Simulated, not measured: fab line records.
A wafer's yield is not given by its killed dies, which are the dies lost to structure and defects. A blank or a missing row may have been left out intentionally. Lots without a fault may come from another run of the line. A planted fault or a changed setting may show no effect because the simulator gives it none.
What tool caused it? || flow sfq_line || Sampling: 13 lots, 39 wafers, 3 of 325 route steps

## WHAT THE GAUGES SHOWED, per wafer
SFQ_M2_RS_MEAS_914: measures by four-point-probe. Usual: M2_NB_RS typically reads 0.894 ohm/sq, with standard deviation 0.0096.
{"lot": "L371", "measured": "day 15 19:25", "on": "film_metro-04", "M2_NB_RS (ohm/sq)": "0.905 0.907 0.903", "flag": ""}
{"lot": "L372", "measured": "day 16 23:29", "on": "film_metro-02", "M2_NB_RS (ohm/sq)": "0.898 0.911 0.901", "flag": ""}
{"lot": "L377", "measured": "day 22 05:51", "on": "film_metro-01", "M2_NB_RS (ohm/sq)": "0.896 0.887 0.906", "flag": ""}
{"lot": "L379", "measured": "day 23 09:26", "on": "film_metro-01", "M2_NB_RS (ohm/sq)": "0.904 0.899 0.900", "flag": ""}
{"lot": "L380", "measured": "day 23 22:37", "on": "film_metro-01", "M2_NB_RS (ohm/sq)": "0.886 0.879 0.894", "flag": ""}
{"lot": "L382", "measured": "day 24 05:46", "on": "film_metro-04", "M2_NB_RS (ohm/sq)": "0.910 0.900 0.900", "flag": ""}
{"lot": "L385", "measured": "day 25 19:41", "on": "film_metro-01", "M2_NB_RS (ohm/sq)": "0.887 0.892 0.904", "flag": ""}
{"lot": "L386", "measured": "day 26 00:31", "on": "film_metro-04", "M2_NB_RS (ohm/sq)": "0.890 0.880 0.874", "flag": ""}
{"lot": "L389", "measured": "day 26 10:44", "on": "film_metro-04", "M2_NB_RS (ohm/sq)": "0.894 0.903 0.895", "flag": ""}
{"lot": "L391", "measured": "day 26 20:01", "on": "film_metro-01", "M2_NB_RS (ohm/sq)": "0.910 0.912 0.906", "flag": ""}
{"lot": "L392", "measured": "day 27 00:39", "on": "film_metro-04", "M2_NB_RS (ohm/sq)": "0.903 0.891 0.897", "flag": ""}
{"lot": "L393", "measured": "day 27 10:13", "on": "film_metro-02", "M2_NB_RS (ohm/sq)": "0.902 0.888 0.904", "flag": ""}
{"lot": "L394", "measured": "day 27 16:20", "on": "film_metro-04", "M2_NB_RS (ohm/sq)": "0.898 0.874 0.896", "flag": ""}

SFQ_JJ_OVL_MEAS_931. Usual: J5_OVL typically reads -2 nm, with standard deviation 5.7.
{"lot": "L371", "measured": "day 54 00:47", "on": "overlay-02", "J5_OVL (nm)": "-2 -2 -9", "flag": ""}
{"lot": "L372", "measured": "day 54 18:47", "on": "overlay-01", "J5_OVL (nm)": "-7 -6 -4", "flag": ""}
{"lot": "L377", "measured": "day 57 02:57", "on": "overlay-02", "J5_OVL (nm)": "-1 -7 -3", "flag": ""}
{"lot": "L379", "measured": "day 57 11:21", "on": "overlay-02", "J5_OVL (nm)": "-5 -5 -6", "flag": ""}
{"lot": "L380", "measured": "day 57 13:44", "on": "overlay-02", "J5_OVL (nm)": "-3 -5 -8", "flag": ""}
{"lot": "L382", "measured": "day 57 19:44", "on": "overlay-02", "J5_OVL (nm)": "-4 -3 -8", "flag": ""}
{"lot": "L385", "measured": "day 59 11:20", "on": "overlay-02", "J5_OVL (nm)": "1 -4 1", "flag": ""}
{"lot": "L386", "measured": "day 59 14:56", "on": "overlay-02", "J5_OVL (nm)": "3 -5 -2", "flag": ""}
{"lot": "L389", "measured": "day 60 00:33", "on": "overlay-01", "J5_OVL (nm)": "11 2 9", "flag": ""}
{"lot": "L391", "measured": "day 60 05:20", "on": "overlay-01", "J5_OVL (nm)": "-3 0 5", "flag": ""}
{"lot": "L392", "measured": "day 60 12:43", "on": "overlay-01", "J5_OVL (nm)": "0 -6 -3", "flag": ""}
{"lot": "L393", "measured": "day 60 18:43", "on": "overlay-01", "J5_OVL (nm)": "-11 5 -1", "flag": ""}
{"lot": "L394", "measured": "day 61 09:07", "on": "overlay-01", "J5_OVL (nm)": "-3 -8 -4", "flag": ""}

## WHICH TOOL RAN EACH LOT (tool, then ch and the chambers of the sampled wafers, then the start)
{"lot": "L371", "SFQ_TRILAYER_M3_BARC_OPEN_METAL_ETCH_100": "rie_metal-02 ch 0,1, day 28 21:14"}
{"lot": "L372", "SFQ_TRILAYER_M3_BARC_OPEN_METAL_ETCH_100": "rie_metal-01 ch 0,1, day 30 09:15"}
{"lot": "L377", "SFQ_TRILAYER_M3_BARC_OPEN_METAL_ETCH_100": "rie_metal-01 ch 0,1, day 34 18:50"}
{"lot": "L379", "SFQ_TRILAYER_M3_BARC_OPEN_METAL_ETCH_100": "rie_metal-02 ch 0,1, day 36 08:49"}
{"lot": "L380", "SFQ_TRILAYER_M3_BARC_OPEN_METAL_ETCH_100": "rie_metal-01 ch 0,1, day 36 21:38"}
{"lot": "L382", "SFQ_TRILAYER_M3_BARC_OPEN_METAL_ETCH_100": "rie_metal-01 ch 0,1, day 37 04:35"}
{"lot": "L385", "SFQ_TRILAYER_M3_BARC_OPEN_METAL_ETCH_100": "rie_metal-02 ch 0,1, day 38 20:39"}
{"lot": "L386", "SFQ_TRILAYER_M3_BARC_OPEN_METAL_ETCH_100": "rie_metal-02 ch 0,1, day 39 05:10"}
{"lot": "L389", "SFQ_TRILAYER_M3_BARC_OPEN_METAL_ETCH_100": "rie_metal-01 ch 0,1, day 39 14:20"}
{"lot": "L391", "SFQ_TRILAYER_M3_BARC_OPEN_METAL_ETCH_100": "rie_metal-03 ch 0,1, day 40 00:49"}
{"lot": "L392", "SFQ_TRILAYER_M3_BARC_OPEN_METAL_ETCH_100": "rie_metal-02 ch 0, day 40 08:16"}
{"lot": "L393", "SFQ_TRILAYER_M3_BARC_OPEN_METAL_ETCH_100": "rie_metal-01 ch 0,1, day 40 23:09"}
{"lot": "L394", "SFQ_TRILAYER_M3_BARC_OPEN_METAL_ETCH_100": "rie_metal-03 ch 0,1, day 42 19:18"}
- SFQ_TRILAYER_M3_BARC_OPEN_METAL_ETCH_100: etches BARC in O2, target depth 125 nm, time 41.7 s.

## WHAT THE TOOLS THEMSELVES READ (means of the sampled wafers that have a number; where no wafer has one, the mark that the record gives instead)
SFQ_TRILAYER_M3_BARC_OPEN_METAL_ETCH_100. Usual: drypump_motor_current_A 5.4 A, standard deviation 0.39; oes_product_au 0.686 a.u., standard deviation 0.0045.
{"lot": "L371", "tool": "rie_metal-02", "drypump_motor_current_A (A)": 5.0, "oes_product_au (a.u.)": 0.692, "flag": ""}
{"lot": "L372", "tool": "rie_metal-01", "drypump_motor_current_A (A)": 5.7, "oes_product_au (a.u.)": 0.690, "flag": ""}
{"lot": "L377", "tool": "rie_metal-01", "drypump_motor_current_A (A)": 5.6, "oes_product_au (a.u.)": 0.683, "flag": ""}
{"lot": "L379", "tool": "rie_metal-02", "drypump_motor_current_A (A)": 5.0, "oes_product_au (a.u.)": 0.686, "flag": ""}
{"lot": "L380", "tool": "rie_metal-01", "drypump_motor_current_A (A)": 5.7, "oes_product_au (a.u.)": 0.680, "flag": ""}
{"lot": "L382", "tool": "rie_metal-01", "drypump_motor_current_A (A)": 5.6, "oes_product_au (a.u.)": 0.690, "flag": ""}
{"lot": "L385", "tool": "rie_metal-02", "drypump_motor_current_A (A)": 5.3, "oes_product_au (a.u.)": 0.687, "flag": ""}
{"lot": "L386", "tool": "rie_metal-02", "drypump_motor_current_A (A)": 5.4, "oes_product_au (a.u.)": 0.687, "flag": ""}
{"lot": "L389", "tool": "rie_metal-01", "drypump_motor_current_A (A)": 5.7, "oes_product_au (a.u.)": 0.690, "flag": ""}
{"lot": "L391", "tool": "rie_metal-03", "drypump_motor_current_A (A)": 5.3, "oes_product_au (a.u.)": 0.683, "flag": ""}
{"lot": "L392", "tool": "rie_metal-02", "drypump_motor_current_A (A)": 5.7, "oes_product_au (a.u.)": 0.686, "flag": ""}
{"lot": "L393", "tool": "rie_metal-01", "drypump_motor_current_A (A)": 5.7, "oes_product_au (a.u.)": 0.685, "flag": ""}
{"lot": "L394", "tool": "rie_metal-03", "drypump_motor_current_A (A)": 5.4, "oes_product_au (a.u.)": 0.683, "flag": ""}

## THE ANSWER, worked out from the rows above alone
Rule: take the mean of a lot's wafers that have a number; if it is more than 3 standard deviations from the usual mean, the lot is off. A lot without any number at a reading at which 4 lots or more have one is off too. The other lots that the step has rows for count as sound. First the gauges in route order, then the tools' own readings, where a lot's mean is used as printed above. The first step at which some lot is off is used, and at that step the reading that is off furthest; a lot without a number counts as furthest.
Across all readings shown, no lot is off: no conclusion can be drawn from this.

## WHAT WAS PUT IN BY THE SIMULATOR
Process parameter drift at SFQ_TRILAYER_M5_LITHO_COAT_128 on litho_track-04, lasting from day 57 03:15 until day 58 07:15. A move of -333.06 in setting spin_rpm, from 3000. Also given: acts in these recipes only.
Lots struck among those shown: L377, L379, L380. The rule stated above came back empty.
